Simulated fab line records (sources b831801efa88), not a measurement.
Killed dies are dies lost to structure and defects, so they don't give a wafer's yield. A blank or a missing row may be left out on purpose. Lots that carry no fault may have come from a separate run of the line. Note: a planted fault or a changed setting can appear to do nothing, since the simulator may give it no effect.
fab line records	flow sky130
record lots=10	wafers=30	last_day=50
route steps=708 shown VT_ADJUST_NCORE@126 POLY_GATE@204 PAD_OPEN@708
lots with no fault: from the same line, run without faults
start_h: hours from the record's first day to the start of the lot's first wafer shown	wait_h: hours elapsed since this lot's preceding step	" identical to the entry in the row above	L1.1+2: one row covering several wafers at once	- no value present, or no start provided	* or withheld: withheld	< > ~ a bound
route shown NAME@n: a module of which the file shows steps, and the number in the route of the first	usual: the fault-free wafers' mean and standard deviation	same: alike in all rows	chamber/n: place in a boat	sites: the reading at each site	_std_site: the values' standard deviation	_edge_site: the outer-site mean with the inner-site mean subtracted	radius_mm: how far each site lies from the wafer's centre	mask NAME#n: copy n	behind: tool/chamber where the wafer was last shaped	hold: the reason the lot was held/the length of the hold in hours/how it ended	device: the transistor (n, p or np) that didn't switch	end of line: tests run on the same wafers once the route is complete	a step given without rows: its recipe and nothing more	killed: the dies lost at the first sort to structure and to defects; this is not the yield of the wafer	map: dies across one wafer; x = killed, . = not, _ = none there
set.NAME: the run value of the setting; set.NAME@STEP: its run value at that earlier step	model.NAME: the simulator's own value behind a step, which no gauge read
steps of the route over a sample of lots; a table a step, a row a wafer
services: a tool's chamber out of use, with start hour (start_h, from the record's first day; less than 0 if before it), hours out, and reason
## steps
# step SKY_VT_ADJUST_NCORE_CD_MEAS_07
# recipe target_cd_nm=380
# usual cd_nm=380.4/2.7
lot.wafer	tool	chamber	start_h	wait_h	cd_nm
L750.4	cd_sem-02	-	197.41	0.1	379.6
L750.5	"	-	"	"	379.3
L750.6	"	-	"	"	379.3
L752.3	cd_sem-01	-	211.26	0.1	380.6
L752.5	"	-	"	"	380.8
L752.6	"	-	"	"	381.8
L753.1	cd_sem-01	-	220.25	0.1	379.0
L753.3	"	-	"	"	379.0
L753.4	"	-	"	"	383.0
L754.1	cd_sem-02	-	228.27	0.1	378.7
L754.2	"	-	"	"	380.4
L754.4	"	-	"	"	379.9
L763.4	cd_sem-02	-	287.86	0.1	382.0
L763.5	"	-	"	"	382.0
L763.6	"	-	"	"	380.8
L765.1	cd_sem-02	-	302.95	0.1	374.8
L765.3	"	-	"	"	375.7
L765.4	"	-	"	"	374.1
L766.1	cd_sem-01	-	312.30	0.1	383.9
L766.2	"	-	"	"	382.4
L766.6	"	-	"	"	382.2
L767.3	cd_sem-02	-	318.72	0.2	385.3
L767.4	"	-	"	"	386.3
L767.5	"	-	"	"	383.8
L768.2	cd_sem-02	-	323.97	0.1	381.1
L768.4	"	-	"	"	382.3
L768.5	"	-	"	"	382.7
L771.2	cd_sem-02	-	346.69	0.1	377.1
L771.4	"	-	"	"	380.5
L771.6	"	-	"	"	380.8
# step SKY_VT_ADJUST_NCORE_STRIP_10
# recipe chemistry=O2/N2	power_w=1400	pressure_mtorr=1500	platen_temp_c=withheld	o2_flow_sccm=3000	n2_flow_sccm=300	overash_fraction=0.5
# usual drypump_motor_current_A=5.8/0.32	oes_product_au=0.716/0.0048	strip_time_to_endpoint_s=14.20/0.038
lot.wafer	tool	chamber	start_h	wait_h	drypump_motor_current_A	oes_product_au	rf_hours_counter_h	strip_time_to_endpoint_s
L750.4	plasma_asher-03	1	197.69	0.1	5.9	0.720	-	14.24
L750.5	"	0	"	"	6.0	0.709	-	14.21
L750.6	"	1	"	"	5.8	0.712	-	14.20
L752.3	plasma_asher-03	0	211.56	0.1	6.0	0.721	-	14.16
L752.5	"	0	"	"	6.0	0.718	-	14.18
L752.6	"	1	"	"	5.8	0.723	-	14.19
L753.1	plasma_asher-02	1	220.55	0.1	5.7	0.714	37	14.22
L753.3	"	0	"	"	6.0	0.709	-	14.18
L753.4	"	1	"	"	5.7	0.703	-	14.22
L754.1	plasma_asher-04	1	228.58	0.1	5.0	0.713	56	14.24
L754.2	"	0	"	"	5.8	0.704	56	14.22
L754.4	"	0	"	"	5.8	0.719	-	14.19
L763.4	plasma_asher-02	0	288.14	0.1	6.1	0.721	-	14.20
L763.5	"	1	"	"	5.7	0.716	-	14.21
L763.6	"	0	"	"	6.1	0.714	-	14.18
L765.1	plasma_asher-02	0	303.26	0.1	6.0	0.714	45	14.29
L765.3	"	1	"	"	5.7	0.713	-	14.28
L765.4	"	0	"	"	6.1	0.713	-	14.23
L766.1	plasma_asher-02	1	312.61	0.1	5.7	0.717	46	14.15
L766.2	"	0	"	"	6.0	0.716	46	14.18
L766.6	"	0	"	"	6.1	0.717	-	14.19
L767.3	plasma_asher-02	1	319.02	0.1	5.7	0.719	-	14.23
L767.4	"	0	"	"	6.1	0.721	-	14.27
L767.5	"	0	"	"	6.1	0.711	-	14.22
L768.2	plasma_asher-03	0	324.26	0.1	6.0	0.715	64	14.22
L768.4	"	0	"	"	6.0	0.721	-	14.24
L768.5	"	1	"	"	5.8	0.720	-	14.21
L771.2	plasma_asher-04	1	346.98	0.1	5.1	0.711	67	14.19
L771.4	"	0	"	"	5.7	0.716	-	14.19
L771.6	"	0	"	"	5.7	0.709	-	14.18
# step SKY_POLY_GATE_CVD_00
# recipe material=poly-Si	target_thk_nm=180	temp_c=620	time_s=720	pressure_mtorr=200
# usual spike_tc_centre_C=620.9/1.1	spike_tc_lower_C=620.7/1.1	spike_tc_upper_C=620.0/0.93	zone_power_centre_pct=9.18/0.23	zone_power_lower_pct=8.4/0.69	zone_power_upper_pct=9.3/0.41
lot.wafer	tool	chamber	start_h	wait_h	spike_tc_centre_C	spike_tc_lower_C	spike_tc_upper_C	zone_power_centre_pct	zone_power_lower_pct	zone_power_upper_pct
L750.4	lpcvd-01	1	328.87	0.0	620.6	619.4	620.6	9.40	7.8	9.6
L750.5	"	1	"	"	622.7	619.7	620.5	9.24	7.8	9.4
L750.6	"	1	"	"	621.4	620.1	619.8	9.44	7.6	9.6
L752.3	lpcvd-01	1	346.70	0.0	584.3	624.8	624.8	3.13	10.6	13.0
L752.5	"	1	"	"	584.4	624.6	627.0	3.10	10.5	13.1
L752.6	"	1	"	"	584.5	625.2	625.9	3.14	10.4	13.4
L753.1	lpcvd-01	0	356.28	0.0	584.8	627.5	625.6	2.98	12.5	12.0
L753.3	"	0	"	"	583.9	625.7	623.6	3.00	12.4	12.1
L753.4	"	0	"	"	584.3	626.7	625.3	2.98	12.4	12.0
L754.1	lpcvd-01	0	368.27	0.0	585.2	625.9	626.2	2.94	12.5	12.0
L754.2	"	0	"	"	584.8	625.4	624.7	2.99	12.5	11.9
L754.4	"	0	"	"	583.7	624.7	625.1	2.93	12.2	12.2
L763.4	lpcvd-01	1	441.84	0.0	621.2	620.5	620.3	9.38	7.8	9.5
L763.5	"	1	"	"	620.8	619.7	620.9	9.38	7.8	9.7
L763.6	"	1	"	"	618.9	620.1	620.3	9.40	7.7	9.6
L765.1	lpcvd-01	0	458.16	0.0	617.9	622.2	619.5	9.13	8.9	8.8
L765.3	"	0	"	"	622.1	621.6	620.5	9.01	9.1	8.9
L765.4	"	0	"	"	619.3	621.5	621.0	9.04	9.3	8.6
L766.1	lpcvd-01	0	469.94	0.0	620.0	619.7	619.8	8.86	9.2	8.9
L766.2	"	0	"	"	621.6	620.9	620.5	8.95	9.1	8.9
L766.6	"	0	"	"	619.0	621.9	620.8	8.89	9.1	9.1
L767.3	lpcvd-01	1	475.62	0.0	621.4	623.2	619.4	9.51	7.7	9.8
L767.4	"	1	"	"	621.7	621.1	619.7	9.33	7.7	9.9
L767.5	"	1	"	"	619.8	621.2	619.5	9.37	7.9	9.8
L768.2	lpcvd-01	0	482.34	0.0	620.0	620.8	619.9	8.87	9.2	8.9
L768.4	"	0	"	"	622.2	621.1	619.7	8.93	9.2	8.9
L768.5	"	0	"	"	619.4	620.8	619.6	9.07	9.1	9.0
L771.2	lpcvd-01	0	506.13	0.0	619.3	621.8	619.7	8.92	9.0	9.0
L771.4	"	0	"	"	620.3	621.7	620.6	8.86	8.9	8.8
L771.6	"	0	"	"	622.1	621.2	617.4	9.01	9.1	8.7
# step SKY_POLY_GATE_THK_MEAS_01
# recipe reads=poly-Si_of_POLY_GATE_CVD_00
# usual POLY_GATE_CVD_00_THK=179.4/1.4
lot.wafer	tool	chamber	start_h	wait_h	hold	POLY_GATE_CVD_00_THK[nm]
L750.4	film_metro-01	-	330.10	0.0	-	180.0
L750.5	"	-	"	"	-	180.1
L750.6	"	-	"	"	-	180.3
L752.3	film_metro-01	-	347.92	0.0	await_dispo/0.2h/release	163.4
L752.5	"	-	"	"	await_dispo/0.2h/release	147.2
L752.6	"	-	"	"	await_dispo/0.2h/release	139.7
L752.3	film_metro-01	-	348.15	0.2	-	163.4
L752.5	"	-	"	"	-	147.1
L752.6	"	-	"	"	-	139.7
L753.1	film_metro-03	-	357.48	0.0	await_dispo/0.2h/release	138.4
L753.3	"	-	"	"	await_dispo/0.2h/release	154.2
L753.4	"	-	"	"	await_dispo/0.2h/release	160.4
L753.1	film_metro-03	-	357.82	0.3	-	138.3
L753.3	"	-	"	"	-	154.0
L753.4	"	-	"	"	-	160.3
L754.1	film_metro-03	-	369.47	0.0	await_dispo/0.2h/release	133.8
L754.2	"	-	"	"	await_dispo/0.2h/release	127.9
L754.4	"	-	"	"	await_dispo/0.2h/release	125.8
L754.1	film_metro-03	-	369.74	0.3	-	133.7
L754.2	"	-	"	"	-	127.8
L754.4	"	-	"	"	-	125.8
L763.4	film_metro-01	-	443.67	0.0	-	177.6
L763.5	"	-	"	"	-	177.5
L763.6	"	-	"	"	-	176.7
L765.1	film_metro-03	-	459.36	0.0	-	179.5
L765.3	"	-	"	"	-	179.8
L765.4	"	-	"	"	-	179.8
L766.1	film_metro-01	-	471.14	0.0	-	178.4
L766.2	"	-	"	"	-	180.3
L766.6	"	-	"	"	-	178.8
L767.3	film_metro-01	-	476.84	0.0	-	177.4
L767.4	"	-	"	"	-	175.6
L767.5	"	-	"	"	-	177.3
L768.2	film_metro-01	-	483.55	0.0	-	179.4
L768.4	"	-	"	"	-	180.2
L768.5	"	-	"	"	-	179.2
L771.2	film_metro-03	-	507.34	0.0	-	179.4
L771.4	"	-	"	"	-	178.7
L771.6	"	-	"	"	-	179.8
# step SKY_POLY_GATE_THK_MEAS_04
# recipe reads=Si3N4_of_POLY_GATE_CVD_03
# usual POLY_GATE_CVD_03_THK=75.0/0.63
lot.wafer	tool	chamber	start_h	wait_h	POLY_GATE_CVD_03_THK[nm]
L750.4	film_metro-01	-	360.04	0.0	74.8
L750.5	"	-	"	"	75.0
L750.6	"	-	"	"	74.7
L752.3	film_metro-04	-	376.91	0.0	74.3
L752.5	"	-	"	"	74.7
L752.6	"	-	"	"	74.1
L753.1	film_metro-01	-	388.50	0.0	74.4
L753.3	"	-	"	"	74.4
L753.4	"	-	"	"	74.2
L754.1	film_metro-03	-	400.92	0.0	74.5
L754.2	"	-	"	"	75.1
L754.4	"	-	"	"	74.8
L763.4	film_metro-03	-	475.67	0.0	75.5
L763.5	"	-	"	"	75.1
L763.6	"	-	"	"	75.8
L765.1	film_metro-04	-	492.25	0.0	75.3
L765.3	"	-	"	"	74.6
L765.4	"	-	"	"	75.1
L766.1	film_metro-04	-	503.88	0.0	75.6
L766.2	"	-	"	"	76.0
L766.6	"	-	"	"	75.3
L767.3	film_metro-01	-	510.07	0.0	74.5
L767.4	"	-	"	"	74.0
L767.5	"	-	"	"	73.9
L768.2	film_metro-01	-	516.48	0.0	75.8
L768.4	"	-	"	"	76.3
L768.5	"	-	"	"	75.9
L771.2	film_metro-04	-	540.62	0.0	74.7
L771.4	"	-	"	"	74.3
L771.6	"	-	"	"	74.7
# step SKY_POLY_GATE_ETCH_17
# recipe target_depth_nm=180	stop_on=SiO2	over_etch_frac=0.56667	chemistry=HBr/Cl2	target=poly-Si	icp_w=400	bias_w=100	pressure_mtorr=10	HBr_flow_sccm=150	Cl2_flow_sccm=50	time_s=70.5
# usual HBr_flow_sccm=149.9/0.46	drypump_motor_current_A=5.7/0.49	mfc_cl2_sccm=49.99/0.17	oes_product_au=0.984/0.0079	throttle_valve_pct=33.684/0.0087
# same over_etch_frac=0.56667
lot.wafer	tool	chamber	start_h	wait_h	HBr_flow_sccm	drypump_motor_current_A	mfc_cl2_sccm	oes_product_au	rf_hours_counter_h	throttle_valve_pct
L750.4	rie_si-01	2	389.45	0.0	149.3	6.2	49.89	0.991	6	33.681
L750.5	"	2	"	"	150.2	6.2	49.86	0.984	-	33.671
L750.6	"	1	"	"	150.3	5.7	49.71	0.981	-	33.675
L752.3	rie_si-02	3	406.88	0.0	150.1	6.0	49.81	0.922	56	33.691
L752.5	"	3	"	"	149.4	6.1	50.04	0.865	-	33.680
L752.6	"	0	"	"	150.8	5.4	50.00	0.994	-	33.655
L753.1	rie_si-01	0	418.16	0.0	150.2	6.0	49.90	0.991	2	33.673
L753.3	"	2	"	"	149.9	6.1	49.99	0.889	6	33.669
L753.4	"	1	"	"	149.9	5.7	50.05	0.913	6	33.682
L754.1	rie_si-01	1	431.46	0.0	149.9	5.7	50.19	0.804	6	33.684
L754.2	"	0	"	"	149.5	6.0	49.85	0.789	2	33.685
L754.4	"	2	"	"	150.0	6.2	49.73	0.776	6	33.688
L763.4	rie_si-01	0	506.66	0.0	149.1	6.0	49.96	0.966	2	33.675
L763.5	"	2	"	"	148.9	6.2	49.86	0.980	-	33.683
L763.6	"	3	"	"	149.9	4.7	49.89	0.979	-	33.674
L765.1	rie_si-01	0	523.09	0.0	150.2	6.0	50.30	0.984	2	33.681
L765.3	"	1	"	"	150.1	5.7	50.36	0.977	6	33.684
L765.4	"	2	"	"	150.2	6.2	50.06	0.995	7	33.686
L766.1	rie_si-02	1	535.09	0.0	149.9	6.1	50.16	0.983	7	33.695
L766.2	"	2	"	"	149.6	5.7	49.81	0.986	2	33.680
L766.6	"	1	"	"	150.6	6.1	49.91	0.980	-	33.686
L767.3	rie_si-01	2	541.29	0.0	149.3	6.1	50.00	0.983	7	33.696
L767.4	"	1	"	"	150.6	5.7	50.01	0.969	6	33.678
L767.5	"	0	"	"	150.9	6.1	50.06	0.977	-	33.679
L768.2	rie_si-02	2	546.93	0.0	149.7	5.7	49.97	0.991	2	33.688
L768.4	"	0	"	"	149.5	5.4	50.21	0.999	30	33.694
L768.5	"	2	"	"	150.6	5.7	49.97	0.996	-	33.683
L771.2	rie_si-01	0	570.41	0.0	149.6	6.0	50.21	0.965	3	33.685
L771.4	"	2	"	"	149.5	6.2	49.93	0.985	7	33.691
L771.6	"	1	"	"	150.2	5.7	49.97	0.982	-	33.690
# step SKY_PAD_OPEN_PROBE_99
# usual killed_at_M0_to_M3=41/6.2	killed_at_M4_up=3.0/1.7	killed_at_contacts=25/5.8	killed_at_front_end=16/4.5	killed_at_other=0.2/0.42	killed_dies=85/8.4	killed_on_rim=17/4.1	killed_open=46/5.9	killed_short=39/6.3
# same gross_dies=492	killed_at_back_side=0
lot.wafer	tool	chamber	start_h	wait_h	killed_at_M0_to_M3	killed_at_M4_up	killed_at_contacts	killed_at_front_end	killed_at_other	killed_dies	killed_on_rim	killed_open	killed_short
L752.3	prober-02	-	1104.37	0.2	30	0	14	17	0	61	11	37	24
L752.5	prober-02	-	1104.47	0.2	43	7	29	9	0	88	13	56	32
L752.6	prober-02	-	1104.52	0.2	36	2	26	20	0	84	22	40	44
L753.1	prober-01	-	1111.30	0.1	39	3	37	9	0	88	13	42	46
L753.3	prober-01	-	1111.40	0.2	47	1	33	20	0	101	25	47	54
L753.4	prober-01	-	1111.45	0.2	54	2	23	20	0	99	18	48	51
L763.4	prober-01	-	1166.07	0.2	47	2	23	18	0	90	17	49	41
L763.5	prober-01	-	1166.12	0.2	48	3	19	13	0	83	12	47	36
L763.6	prober-01	-	1166.17	0.2	41	4	25	14	1	85	21	43	42
L767.3	prober-02	-	1187.42	0.2	41	3	32	21	0	97	29	55	42
L767.4	prober-02	-	1187.47	0.2	48	3	15	18	0	84	22	48	36
L767.5	prober-02	-	1187.52	0.2	40	3	23	16	0	82	21	49	33
# killed by level:class
L752.3 FIELD_ISO:geometric_particle:open=8 VIA3:geometric_particle:open=6 VIA2:geometric_particle:open=6 CONTACT:geometric_particle:open=5 VIA1:geometric_particle:short=5 FIELD_ISO:geometric_particle:short=4 LI_CONTACT:geometric_particle:open=3 LOCAL_INTERCONNECT:geometric_particle:short=3
L752.5 CONTACT:geometric_particle:open=13 VIA1:geometric_particle:open=11 VIA2:geometric_particle:open=9 CONTACT:geometric_particle:short=9 VIA3:geometric_particle:open=4 VIA1:geometric_particle:short=4 LI_CONTACT:geometric_particle:open=3 METAL2:geometric_particle:short=3
L752.6 CONTACT:geometric_particle:short=11 VIA3:geometric_particle:open=8 CONTACT:geometric_particle:open=7 FIELD_ISO:geometric_particle:open=6 FIELD_ISO:geometric_particle:short=6 METAL2:geometric_particle:short=5 VIA2:geometric_particle:open=5 VIA1:geometric_particle:short=4
L753.1 CONTACT:geometric_particle:open=15 LOCAL_INTERCONNECT:geometric_particle:short=8 VIA3:geometric_particle:open=8 LI_CONTACT:geometric_particle:short=6 VIA1:geometric_particle:open=5 METAL2:geometric_particle:short=5 POLY_GATE:geometric_particle:short=4 METAL1:geometric_particle:short=4
L753.3 CONTACT:geometric_particle:open=15 METAL1:geometric_particle:short=9 LI_CONTACT:geometric_particle:open=8 METAL2:geometric_particle:short=6 LOCAL_INTERCONNECT:geometric_particle:short=6 VIA1:geometric_particle:open=6 VIA3:geometric_particle:short=6 METAL3:geometric_particle:short=5
L753.4 CONTACT:geometric_particle:open=9 VIA3:geometric_particle:open=9 VIA1:geometric_particle:open=8 METAL1:geometric_particle:short=8 FIELD_ISO:geometric_particle:open=7 VIA1:geometric_particle:short=6 METAL2:geometric_particle:short=6 VIA3:geometric_particle:short=6
L763.4 VIA1:geometric_particle:open=16 CONTACT:geometric_particle:open=10 VIA1:geometric_particle:short=9 FIELD_ISO:geometric_particle:short=6 VIA3:geometric_particle:open=5 VIA2:geometric_particle:short=5 POLY_GATE:geometric_particle:short=4 LI_CONTACT:geometric_particle:open=4
L763.5 VIA1:geometric_particle:open=12 VIA2:geometric_particle:open=11 CONTACT:geometric_particle:open=10 CONTACT:geometric_particle:short=6 METAL2:geometric_particle:short=6 VIA1:geometric_particle:short=4 VIA3:geometric_particle:open=4 POLY_GATE:geometric_particle:short=3
L763.6 VIA1:geometric_particle:open=13 CONTACT:geometric_particle:open=10 FIELD_ISO:geometric_particle:short=6 VIA2:geometric_particle:short=6 LI_CONTACT:geometric_particle:open=5 METAL1:geometric_particle:short=5 VIA1:geometric_particle:short=4 LOCAL_INTERCONNECT:geometric_particle:short=4
L767.3 CONTACT:geometric_particle:open=13 LI_CONTACT:geometric_particle:open=10 VIA1:geometric_particle:open=10 POLY_GATE:geometric_particle:open=7 VIA1:geometric_particle:short=7 METAL2:geometric_particle:short=6 FIELD_ISO:geometric_particle:short=5 VIA2:geometric_particle:open=5
L767.4 VIA3:geometric_particle:open=13 VIA1:geometric_particle:open=11 POLY_GATE:geometric_particle:open=7 CONTACT:geometric_particle:open=6 METAL2:geometric_particle:short=5 VIA1:geometric_particle:short=4 CONTACT:geometric_particle:short=4 METAL3:geometric_particle:short=4
L767.5 VIA1:geometric_particle:open=12 CONTACT:geometric_particle:open=9 FIELD_ISO:geometric_particle:short=7 LI_CONTACT:geometric_particle:open=6 VIA2:geometric_particle:open=6 VIA3:geometric_particle:open=6 FIELD_ISO:geometric_particle:open=4 CONTACT:geometric_particle:short=4
## services
tool	chamber	start_h	hours	kind
rie_si-02	-	210.83	0.8	repair
rie_si-01	-	230.17	1.9	repair
plasma_asher-02	-	248.44	1.8	repair
plasma_asher-02	-	248.92	3.6	repair
plasma_asher-02	-	292.92	0.7	repair
plasma_asher-03	-	295.31	8.8	repair
rie_si-02	0	304.80	5.8	repair
rie_si-01	0	306.82	8.3	repair
rie_si-01	1	315.74	3.0	repair
rie_si-02	0	342.50	4.7	repair
rie_si-02	-	343.19	0.3	repair
rie_si-02	2	370.46	6.2	repair
rie_si-02	2	378.73	21.0	repair
plasma_asher-02	-	379.23	2.2	repair
rie_si-01	3	391.84	3.4	repair
rie_si-02	-	393.68	4.8	repair
lpcvd-01	-	403.55	0.5	repair
plasma_asher-02	-	418.67	15.6	pm
lpcvd-01	-	422.45	0.9	repair
lpcvd-01	-	443.87	1.0	repair
rie_si-02	1	462.07	3.4	repair
plasma_asher-03	-	463.42	3.6	repair
plasma_asher-03	-	485.36	4.7	repair
rie_si-01	3	489.45	4.4	repair
## key
first_sign step=SKY_POLY_GATE_CVD_00	reading=spike_tc_centre_C	direction=down	sigmas=34	usual=620.9	struck=584.4
effect step=SKY_POLY_GATE_CVD_00	reading=zone_power_centre_pct	direction=down	sigmas=26	usual=9.18	struck=3.02
effect step=SKY_POLY_GATE_THK_MEAS_01	reading=visit	direction=added
effect step=SKY_POLY_GATE_THK_MEAS_01	reading=POLY_GATE_CVD_00_THK	direction=down	sigmas=26	usual=179.4	struck=143.4
effect step=SKY_POLY_GATE_ETCH_17	reading=oes_product_au	direction=down	sigmas=13	usual=0.984	struck=0.882	wafers_moved=7
met_at SKY_POLY_GATE_CVD_00
struck_lots L752,L753,L754
tester_left_out L752,L753,L754
not_acting_at SKY_VT_ADJUST_NCORE_CD_MEAS_07,SKY_VT_ADJUST_NCORE_STRIP_10,SKY_POLY_GATE_THK_MEAS_04
onset_between 328.87 346.70
fault kind=process_parameter_drift	tool=lpcvd-01	chamber=-	onset_h=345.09	steps=SKY_POLY_GATE_CVD_00	channel=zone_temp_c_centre	offset=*	shape=step	end_h=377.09
# tester_left_out: of these lots the tester's yield and bins aren't shown, on N5 and GAA mostly nor the transistor test; their killed dies are dies lost to structure and defects alone, not to doping, threshold or leakage, so they don't give the yield
